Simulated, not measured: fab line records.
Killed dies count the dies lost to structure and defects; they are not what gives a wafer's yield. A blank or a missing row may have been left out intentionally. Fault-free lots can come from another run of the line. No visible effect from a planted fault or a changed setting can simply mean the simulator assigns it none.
Comparing a struck lot with a sound one | flow sky130 | 17 out of 708 route steps
Sound: these wafers, L790.2, L790.3, L790.4. Wafers L805.3, L805.5, L805.6 were the ones struck. The cause comes at the end.
At each step with rows: each side's tool, then ch and its chambers, then its first start. Under that, the readings that differ: sound wafers | struck wafers | difference of the means | sigmas: that difference in standard deviations of wafers without a fault.
alike: same words and numbers on both sides, and readings whose means sit less than 2 such deviations apart. not compared: any withheld reading, any reading some wafer has no value for, any bound like >300 that may hide the same value, and any number with overlapping values for which the record gives no deviation.
A row with sigmas, a row that says differs or no value, or rows on one side alone: a step with any of these is where the two part. When numbers do not overlap yet have no deviation, they are printed without sigmas and do not part them. Lack of a reading on every wafer of one side parts them only where that side has two or more wafers.

SKY_GATE_OXIDE_TW_MEAS_14:
  struck on film metro-01, day 20 10:14; sound on film metro-01, day 14 13:14
  alike: GATE_OXIDE_TW
then, 3 steps without rows for these wafers: SKY_GATE_OXIDE_CLEAN_15 (cleans in SC1/SC2, time 150 s); SKY_GATE_OXIDE_OXIDATION_16 (stabilise 600 s, purge 300 s, target thk 3.57 nm); SKY_POLY_GATE_CVD_00 (deposits poly-Si, target thk 180 nm, time 720 s).
SKY_POLY_GATE_THK_MEAS_01:
  struck on film metro-01, day 20 15:07; sound on film metro-01, day 14 18:08
  alike: POLY_GATE_CVD_00_THK
then, 7 steps without rows for these wafers: SKY_RES_PROTECT_DEHYDRATE_00 (time 60 s); SKY_RES_PROTECT_HMDS_01 (prime time 60 s); SKY_RES_PROTECT_COAT_02 (resist thk 1140 nm); SKY_RES_PROTECT_SOFTBAKE_03 (time 60 s); SKY_RES_PROTECT_EXPOSE_04 (exposes mask RPM, target cd 1270 nm); SKY_RES_PROTECT_PEB_05; SKY_RES_PROTECT_DEVELOP_06 (develop time 60 s).
SKY_POLY_GATE_IMPLANT_02:
  sound on implanter-04 ch 0, day 15 22:19; struck on implanter-01 ch 0, day 21 21:16
  reading                          | sound                         | struck                       | difference | sigmas
  beam on s (s)                    | 36.2 36.5 37.0                | 20.7 19.5 20.6               | -16.3      | -8
  dose ions cm2                    | 7.702e+15 7.694e+15 7.701e+15 | 4.708e+15 4.705e+15 4.71e+15 | -2.991e+15 | -99 or more
  end station pressure torr (Torr) | 1.12e-05 1.11e-05 1.03e-05    | 1.4e-05 1.41e-05 1.32e-05    | +2.9e-06   | +4
SKY_RES_PROTECT_STRIP_07: strips in O2/N2.
  sound on plasma asher-04 ch 0,1, day 15 22:27; struck on plasma asher-04 ch 0,1, day 21 21:24
  reading                      | sound             | struck            | difference | sigmas
  oes product au (a.u.)        | 0.520 0.525 0.523 | 0.543 0.541 0.553 | +0.023     | +5
  strip time to endpoint s (s) | 23.28 23.38 23.34 | 21.32 21.32 21.35 | -2.00      | -56
  alike: chamber pressure mTorr, drypump motor current A
  not compared: rf hours counter h
SKY_RES_PROTECT_TW_MEAS_08:
  struck on film metro-02, day 21 21:29; sound on film metro-01, day 15 22:34
  reading      | sound          | struck         | difference | sigmas
  POLY_GATE_TW | 4090 4040 4054 | 3840 3851 3858 | -212       | -4
then, 1 step without rows for these wafers: SKY_RES_PROTECT_CLEAN_09 (cleans in SC1/SC2, time 150 s).
-- the record jumps here: 28 days lie between the struck wafers' starts before and after (it left off in module RES_PROTECT and takes up again in module PAD_OPEN, whose first step shown is number 708 of the route) --
SKY_PAD_OPEN_PROBE_99:
  struck on prober-01, day 50 06:13; sound on prober-01, day 46 08:09
  reading                                | sound                | struck               | difference | sigmas
  model.etest.res poly.line ohm um       | 517 529 503.5        | 856 829.4 841.4      | +326       |
  model.etest.licon poly.rc ohm          | 143.6 149.1 147.9    | 299.1 312.4 304.7    | +158.5     |
  model.etest.res poly.rs ohm sq         | 47.53 47.61 47.87    | 77.84 77.77 77.9     | +30.17     |
  model.etest.res poly.rs ohm sq range   | 1.247 0.8796 0.6416  | 4.089 3.661 2.95     | +2.644     |
  model.etest.nfet_01v8_turned.vt v (V)  | 0.7032 0.7105 0.7032 | 0.7215 0.7198 0.7195 | +0.0146    |
  model.etest.nfet_01v8_swapped.vt v (V) | 0.7008 0.7106 0.7013 | 0.7175 0.7193 0.7228 | +0.0156    |
  alike: killed_at_M0_to_M3, killed_at_M4_up, killed at contacts, killed at front end, killed at other, killed dies, killed open, killed short
  not compared: model.etest.ring_1v8.delay ps, model.etest.res poly.rs ohm sq rim less centre

WHERE THEY PART
At SKY_POLY_GATE_IMPLANT_02 first; at SKY_RES_PROTECT_TW_MEAS_08 last (within this record only). Later steps at which nothing parts them and some readings are alike: SKY_PAD_OPEN_PROBE_99.

WHY: what had been put in by the simulator
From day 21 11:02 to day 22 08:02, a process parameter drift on implanter-01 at SKY_POLY_GATE_IMPLANT_02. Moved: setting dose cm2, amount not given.
